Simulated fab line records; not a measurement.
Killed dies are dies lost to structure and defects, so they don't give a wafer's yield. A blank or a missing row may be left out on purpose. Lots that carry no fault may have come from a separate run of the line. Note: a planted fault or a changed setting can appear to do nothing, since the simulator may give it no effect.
8D (eight disciplines) problem report, filled in by code :: flow sky130 :: the parts of the form that need people (team, actions taken, sign-off) are left out

== 1. THE PROBLEM ==
Mean of developer_temp_C at SKY_LDD_P_DEVELOP_06: 25.31 C across 6 wafers in 2 lots; on wafers with no fault it is 23.01 C (standard deviation 0.096). That is +24 standard deviations from the usual mean.
The step: develop time 60 s.
First observed at day 25 06:44: wafer L644.2, on litho_track-04. At this step, 18 wafers from 6 lots have a number in the record. The rule behind "out" and "out of limits": a value lying over 4 standard deviations away from the usual mean. Any other wafer with a number is counted as sound.

== 2. WHAT IT IS AND WHAT IT IS NOT ==
question: which readings at this step
is: developer_temp_C
is not: resist_line_temp_C

question: which lots
is: L644, L645
is not: L632, L634, L646, L647

question: which wafers of those lots
is: all that have a number
is not: -

question: read on which tools
is: litho_track-04
is not: litho_track-02, litho_track-03

question: when
is: from day 25 06:44
is not: up to then (6 sound wafers); but 6 sound wafers of L646, L647 came after

== 3. THE SUSPECTS, EACH WITH WHAT RULES IT OUT ==
Counting: a tool at any process step up to the reading remains a suspect when it ran all the lots that are out and ran no sound lot after the first of those.
- litho_track-04 at SKY_LDD_P_DEVELOP_06 (develop time 60 s): kept. It ran every lot that is out, first L644 (day 25 06:44), and no sound lot after that; its last sound lot up to then is L632 (day 21 07:11). On those wafers its own readings are out: developer_temp_C.
Remaining after the count: litho_track-04 at SKY_LDD_P_DEVELOP_06.

== 4. THE CAUSE (what the simulator had put in) ==
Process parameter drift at SKY_LDD_P_DEVELOP_06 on litho_track-04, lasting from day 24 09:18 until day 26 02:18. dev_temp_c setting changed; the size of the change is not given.
Counting left only this tool.

== 5. THE EFFECT CHAIN, in route order ==
Rows list readings where the struck wafers' mean (over those with a number) sits beyond 3 standard deviations from the usual. Readings are gone through only where the record gives a usual standard deviation; hours: the median, over the lots, of the time from a lot's start at the first step in this table giving one to that lot's start at this step; sigmas: the change measured in usual standard deviations.
hours: 0
step: SKY_LDD_P_DEVELOP_06
reading: developer_temp_C
usual: 23.01 C
on struck wafers: 25.31
change: +2.30
sigmas: +24
Process steps it contains:
- SKY_LDD_P_DEVELOP_06: develop time 60 s.
At these later measuring or inspecting steps, every struck wafer for which the step has a row has a number for every such reading, and none has moved that far: SKY_LDD_P_CD_MEAS_07.

== 6. HOW IT WOULD HAVE BEEN CAUGHT EARLIER ==
In this record the first reading out of limits was taken at day 25 06:44, 21 hours after the fault began at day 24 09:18.
